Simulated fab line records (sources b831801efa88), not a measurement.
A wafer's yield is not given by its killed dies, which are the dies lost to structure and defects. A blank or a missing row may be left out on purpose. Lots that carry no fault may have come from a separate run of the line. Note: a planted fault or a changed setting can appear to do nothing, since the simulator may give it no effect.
What tool caused it?    flow sky130    42 wafers from 14 lots sampled at 5 of the route's 708 steps

## WHAT THE GAUGES READ, wafer by wafer
SKY_VIA1_THK_MEAS_23: measures by xrf. Usual: VIA1_W_THK typically reads 274 nm, with standard deviation 3.8.
lot   measured      on             VIA1_W_THK (nm)  flag
L936  day 33 06:13  film-metro-01  276 272 279      
L937  day 33 17:28  film-metro-01  271 269 268      
L939  day 34 17:46  film-metro-03  272 272 274      
L940  day 35 00:35  film-metro-01  272 280 268      
L945  day 36 15:03  film-metro-03  269 269 270      
L946  day 36 20:04  film-metro-02  279 278 280      
L951  day 39 16:08  film-metro-01  276 278 274      
L952  day 40 03:38  film-metro-02  277 279 278      
L953  day 40 03:57  film-metro-01  270 269 269      
L954  day 40 12:26  film-metro-03  273 268 271      
L955  day 40 15:39  film-metro-01  273 272 274      
L957  day 41 04:07  film-metro-01  271 279 272      
L959  day 41 12:56  film-metro-01  270 273 271      
L958  day 41 18:57  film-metro-03  271 276 268      

SKY_VIA2_CD_MEAS_12 targets a cd of 200 nm. Usual: cd-nm 199.7 nm, standard deviation 1.7.
lot   measured      on         cd-nm (nm)         flag
L936  day 35 12:10  cd-sem-01  201.6 201.4 201.9  
L937  day 36 00:57  cd-sem-01  202.2 202.5 202.2  
L939  day 36 23:41  cd-sem-01  200.6 199.3 200.1  
L940  day 37 06:56  cd-sem-01  203.3 201.9 201.6  
L951  day 41 20:10  cd-sem-01  198.0 196.8 198.1  
L952  day 42 06:02  cd-sem-01  203.6 203.2 201.9  
L953  day 42 07:26  cd-sem-02  201.2 200.7 201.2  
L954  day 42 16:33  cd-sem-01  198.2 198.3 199.6  
L955  day 42 18:38  cd-sem-01  198.2 198.7 198.7  
L957  day 43 05:05  cd-sem-02  197.1 198.3 197.9  
L959  day 43 12:56  cd-sem-01  197.6 198.0 197.3  
L958  day 43 18:55  cd-sem-01  199.1 198.6 197.9  

## TOOL THAT RAN EACH LOT (tool first, then ch and the chambers of the sampled wafers, then the start)
lot   SKY_METAL2_SPUTTER_03         SKY_METAL2_METAL_ETCH_19           SKY_METAL2_STRIP_20
L936  pvd-sputter-03, day 33 06:38  rie-metal-04 ch 0,1, day 34 09:38  plasma-asher-01 ch 1, day 34 09:44
L937  pvd-sputter-02, day 33 17:53  rie-metal-03 ch 0,1, day 34 21:16  plasma-asher-04 ch 0,1, day 34 21:22
L939  pvd-sputter-03, day 34 18:12  rie-metal-03 ch 0, day 35 20:17    plasma-asher-04 ch 0,1, day 35 20:28
L940  pvd-sputter-02, day 35 01:02  rie-metal-03 ch 0,1, day 36 03:25  plasma-asher-02 ch 0,1, day 36 03:31
L945  pvd-sputter-03, day 36 15:29  rie-metal-03 ch 0,1, day 37 18:19  plasma-asher-04 ch 0,1, day 37 18:25
L946  pvd-sputter-04, day 36 20:28  rie-metal-03 ch 0,1, day 37 22:51  plasma-asher-04 ch 0,1, day 37 22:57
L951  pvd-sputter-03, day 39 16:34  rie-metal-04 ch 0,1, day 40 18:05  plasma-asher-01 ch 0,1, day 40 18:11
L952  pvd-sputter-03, day 40 04:04  rie-metal-03 ch 0,1, day 41 05:14  plasma-asher-01 ch 0,1, day 41 05:20
L953  pvd-sputter-04, day 40 04:23  rie-metal-04 ch 0,1, day 41 05:35  plasma-asher-02 ch 0,1, day 41 05:41
L954  pvd-sputter-03, day 40 12:52  rie-metal-02 ch 0,1, day 41 15:28  plasma-asher-01 ch 0,1, day 41 15:35
L955  pvd-sputter-02, day 40 16:05  rie-metal-04 ch 0,1, day 41 17:53  plasma-asher-04 ch 0,1, day 41 17:59
L957  pvd-sputter-04, day 41 04:33  rie-metal-03 ch 0,1, day 42 05:05  plasma-asher-01 ch 0,1, day 42 05:10
L959  pvd-sputter-04, day 41 13:23  rie-metal-04 ch 0,1, day 42 13:11  plasma-asher-02 ch 1, day 42 13:17
L958  pvd-sputter-04, day 41 19:22  rie-metal-04 ch 0,1, day 42 19:16  plasma-asher-02 ch 0,1, day 42 19:22
- SKY_METAL2_SPUTTER_03: material Ti, target thk 5 nm, time 3.3 s.
- SKY_METAL2_METAL_ETCH_19: etches the open film in Cl2/BCl3, stops on SiO2, target depth 360 nm, time 78 s.
- SKY_METAL2_STRIP_20: strips in O2/N2.

## AS READ BY THE TOOLS THEMSELVES (means over the sampled wafers that have a number; for cases with no such wafer, the mark the record gives instead)
SKY_METAL2_SPUTTER_03. Usual: throttle-valve-pct 30.3 %, standard deviation 1.1.
lot   tool            throttle-valve-pct (%)  flag
L936  pvd-sputter-03  30.9                    
L937  pvd-sputter-02  29.9                    
L939  pvd-sputter-03  30.2                    
L940  pvd-sputter-02  31.0                    
L945  pvd-sputter-03  31.3                    
L946  pvd-sputter-04  30.5                    
L951  pvd-sputter-03  30.5                    
L952  pvd-sputter-03  30.7                    
L953  pvd-sputter-04  29.3                    
L954  pvd-sputter-03  30.3                    
L955  pvd-sputter-02  29.3                    
L957  pvd-sputter-04  30.4                    
L959  pvd-sputter-04  29.7                    
L958  pvd-sputter-04  29.6                    

SKY_METAL2_METAL_ETCH_19. Usual: bcl3-flow-sccm 29.99 sccm, standard deviation 0.086; bias-w 48.50 W, standard deviation 0.14; drypump-motor-current-A 5.9 A, standard deviation 0.42; oes-product-au 0.855 a.u., standard deviation 0.0052; throttle-valve-pct 22.264 %, standard deviation 0.01.
lot   tool          bcl3-flow-sccm (sccm)  bias-w (W)  drypump-motor-current-A (A)  oes-product-au (a.u.)  throttle-valve-pct (%)  flag
L936  rie-metal-04  29.94                  48.35       5.7                          0.857                  22.270                  
L937  rie-metal-03  30.02                  48.45       6.6                          0.848                  22.258                  
L939  rie-metal-03  29.91                  48.66       6.1                          0.854                  22.264                  
L940  rie-metal-03  29.99                  48.40       6.6                          0.852                  22.264                  
L945  rie-metal-03  -                      -           -                            -                      -                       OFF
L946  rie-metal-03  -                      -           -                            -                      -                       OFF
L951  rie-metal-04  29.99                  48.57       5.7                          0.857                  22.263                  
L952  rie-metal-03  30.08                  48.49       6.3                          0.853                  22.264                  
L953  rie-metal-04  29.85                  48.55       5.7                          0.856                  22.255                  
L954  rie-metal-02  29.95                  48.36       5.6                          0.856                  22.263                  
L955  rie-metal-04  30.04                  48.56       5.7                          0.859                  22.268                  
L957  rie-metal-03  30.06                  48.40       6.6                          0.859                  22.261                  
L959  rie-metal-04  30.07                  48.54       5.7                          0.852                  22.268                  
L958  rie-metal-04  30.01                  48.57       5.7                          0.863                  22.261                  

SKY_METAL2_STRIP_20. Usual: drypump-motor-current-A 6.0 A, standard deviation 0.37; n2-flow-sccm 300.1 sccm, standard deviation 0.85; oes-product-au 0.343 a.u., standard deviation 0.005; strip-time-to-endpoint-s 2.70 s, standard deviation 0.049.
lot   tool             drypump-motor-current-A (A)  n2-flow-sccm (sccm)  oes-product-au (a.u.)  strip-time-to-endpoint-s (s)  flag
L936  plasma-asher-01  6.6                          299.7                0.342                  2.69                          
L937  plasma-asher-04  5.8                          299.7                0.342                  2.70                          
L939  plasma-asher-04  5.7                          300.1                0.341                  2.71                          
L940  plasma-asher-02  6.0                          300.4                0.339                  2.70                          
L945  plasma-asher-04  5.8                          299.1                0.444                  5.20                          OFF
L946  plasma-asher-04  5.8                          300.3                0.446                  5.20                          OFF
L951  plasma-asher-01  6.2                          300.0                0.339                  2.66                          
L952  plasma-asher-01  6.2                          300.1                0.338                  2.71                          
L953  plasma-asher-02  6.0                          300.2                0.342                  2.75                          
L954  plasma-asher-01  5.9                          300.1                0.337                  2.66                          
L955  plasma-asher-04  5.8                          300.5                0.342                  2.70                          
L957  plasma-asher-01  5.9                          299.8                0.347                  2.73                          
L959  plasma-asher-02  6.1                          299.6                0.345                  2.73                          
L958  plasma-asher-02  6.0                          299.1                0.343                  2.68                          

## THE ANSWER, worked out from the rows above alone
Rule: a lot counts as off when the mean over its wafers that have a number is more than 3 standard deviations away from the usual mean. A lot without any number at a reading at which 4 lots or more have one is off too. The other lots that the step has rows for count as sound. Order of review: gauges by route order, followed by the tools' own readings, for which a lot's mean as printed above is used. At the first step where some lot is off, the reading lying furthest off is the one used; lots without a number count as furthest.
Off at SKY_METAL2_METAL_ETCH_19 (bcl3-flow-sccm): L945, L946. Without a number there: L945, L946.
A tool fits if, at that step or a process step before it, it ran every lot that is off, and no sound lot after the first of them. Of those tried, none fits.

## WHAT THE SIMULATOR HAD PUT IN
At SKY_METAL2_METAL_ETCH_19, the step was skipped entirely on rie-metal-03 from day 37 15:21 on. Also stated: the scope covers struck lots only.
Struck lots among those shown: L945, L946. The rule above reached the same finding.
